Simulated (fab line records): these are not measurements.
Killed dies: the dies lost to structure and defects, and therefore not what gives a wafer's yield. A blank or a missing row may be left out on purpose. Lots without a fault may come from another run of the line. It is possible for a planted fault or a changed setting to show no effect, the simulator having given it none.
Struck lot and sound lot, side by side ; flow gf180mcu ; 25 out of 602 route steps
Sound: wafers L690.2, L690.4, L690.5. Struck: wafers L702.1, L702.5. (L702.3 of the same lot was not struck and is left out.) The cause comes at the end.
Order at every step that has rows: each side's tool, ch and its chambers, its first start. Under that, the readings that differ: sound wafers ; struck wafers ; difference of the means ; sigmas: that difference in standard deviations of wafers without a fault.
alike: readings whose means differ by less than 2 such deviations, and words and numbers that are the same on both sides. not compared: withheld readings, readings that some wafer has no value for, bounds like >300 that may hide the same value, and numbers for which the record gives no deviation and whose values overlap.
The two part at a step that has a row with sigmas, a row that says differs or no value, or rows on one side only. Numbers that have no deviation but don't overlap get no sigmas and don't part them. A reading that every wafer of one side lacks parts them only if that side has two wafers or more.

first, 6 steps without rows for these wafers: GF_TOP_METAL_HMDS_08 (prime time 60 s); GF_TOP_METAL_COAT_09 (resist thk 1500 nm); GF_TOP_METAL_SOFTBAKE_10 (time 60 s); GF_TOP_METAL_EXPOSE_11 (exposes mask MetalTop, target cd 440 nm); GF_TOP_METAL_PEB_12; GF_TOP_METAL_DEVELOP_13 (develop time 60 s).
GF_TOP_METAL_CD_MEAS_14: the cd target is 440 nm.
  sound on cd_sem-01 at day 30 13:42; struck on cd_sem-02 at day 33 14:08
reading;sound;struck;difference;sigmas
cd_nm (nm);443.5 441.9 443.3;438.9 436.8;-5.0;-2
GF_TOP_METAL_OVL_MEAS_15:
  sound on overlay-02 at day 30 13:49; struck on overlay-01 at day 33 14:15
  alike: TOP_METAL_OVL
GF_TOP_METAL_METAL_ETCH_16: etches the open film in Cl2/BCl3, stops on SiO2, target depth 1077.5 nm, time 179.6 s.
  sound on rie_metal-03 ch 0,1, day 30 13:50; struck on rie_metal-01 ch 0, day 33 14:17
reading;sound;struck;difference;sigmas
drypump_motor_current_A (A);5.5 5.1 5.2;6.6 6.6;+1.3;+3
throttle_valve_pct (%);28.287 28.258 28.277;28.242 28.249;-0.029;-3
  alike: oes_product_au
  not compared: rf_hours_counter_h
GF_TOP_METAL_STRIP_17: strips in O2/N2.
  sound on plasma_asher-04 ch 0,1, day 30 14:01; struck on plasma_asher-01 ch 0, day 33 14:28
  alike: drypump_motor_current_A, heater_power_w, oes_product_au, strip_time_to_endpoint_s
  not compared: rf_hours_counter_h
then, 2 steps without rows for these wafers: GF_TOP_METAL_STRIP_18 (strips in post etch residue remover, time 1200 s); GF_TOP_METAL_CLEAN_19 (cleans in DIW).
GF_PASSIVATION_CVD_00: deposits SiO2 from TEOS, target thk 1000 nm, time 111.95 s.
  sound on pecvd-04 ch 0,1,2, day 30 14:33; struck on pecvd-03 ch 2, day 33 15:02
reading;sound;struck;difference;sigmas
model.SiO2_of_PASSIVATION_CVD_00.thk_nm (nm);981.2 982.3 993.4;812.9 820.4;-169.0;
  alike: heater_power_w
GF_PASSIVATION_THK_MEAS_01:
  sound on film_metro-01 at day 30 14:38; struck on film_metro-03 at day 33 15:20
reading;sound;struck;difference;sigmas
PASSIVATION_CVD_00_THK (nm);982 982 993;813 820;-169;-13
  not compared: hold
GF_PASSIVATION_CVD_02: deposits Si3N4, target thk 700 nm, time 486.18 s.
  sound on pecvd-02 ch 1,2, day 30 14:41; struck on pecvd-02 ch 0, day 33 17:28
reading;sound;struck;difference;sigmas
hold;- - -;await_dispo/2.1h/release await_dispo/2.1h/release;no value on the sound wafers;
  alike: heater_power_w
GF_PASSIVATION_THK_MEAS_03:
  sound on film_metro-03 at day 30 14:59; struck on film_metro-01 at day 33 17:50
  alike: PASSIVATION_CVD_02_THK
then, 7 steps without rows for these wafers: GF_PASSIVATION_DEHYDRATE_04 (time 60 s); GF_PASSIVATION_HMDS_05 (prime time 60 s); GF_PASSIVATION_COAT_06 (resist thk 4000 nm); GF_PASSIVATION_SOFTBAKE_07; GF_PASSIVATION_EXPOSE_08 (exposes mask Pad, target cd 40000 nm); GF_PASSIVATION_PEB_09; GF_PASSIVATION_DEVELOP_10 (develop time 60 s).
GF_PASSIVATION_ETCH_11: etches the open film in CF4/O2, stops on TiN, target depth 1800 nm, time 400 s.
  sound on rie_diel-04 ch 0,1, day 31 08:32; struck on rie_diel-03 ch 0,3, day 34 05:41
reading;sound;struck;difference;sigmas
oes_product_au (a.u.);0.940 0.953 0.956;0.904 0.898;-0.049;-6
throttle_valve_pct (%);5.974 5.951 5.950;5.947 5.931;-0.019;-2
model.PASSIVATION.feature_depth_nm (nm);1670 1671 1698;1504 1516;-170;
model.etch.depth_nm (nm);1670 1671 1698;1504 1516;-170;
  alike: drypump_motor_current_A
  not compared: rf_hours_counter_h
GF_PASSIVATION_STRIP_12: strips in O2/N2.
  sound on plasma_asher-03 ch 0, day 31 08:47; struck on plasma_asher-01 ch 0,1, day 34 05:55
reading;sound;struck;difference;sigmas
drypump_motor_current_A (A);6.5 6.5 6.5;5.4 5.7;-0.9;-2
  alike: heater_power_w, oes_product_au, strip_time_to_endpoint_s
  not compared: rf_hours_counter_h

== WHERE THEY PART ==
At GF_TOP_METAL_CD_MEAS_14 first; at GF_PASSIVATION_STRIP_12 last (within this record only).

WHY: what had been put in by the simulator
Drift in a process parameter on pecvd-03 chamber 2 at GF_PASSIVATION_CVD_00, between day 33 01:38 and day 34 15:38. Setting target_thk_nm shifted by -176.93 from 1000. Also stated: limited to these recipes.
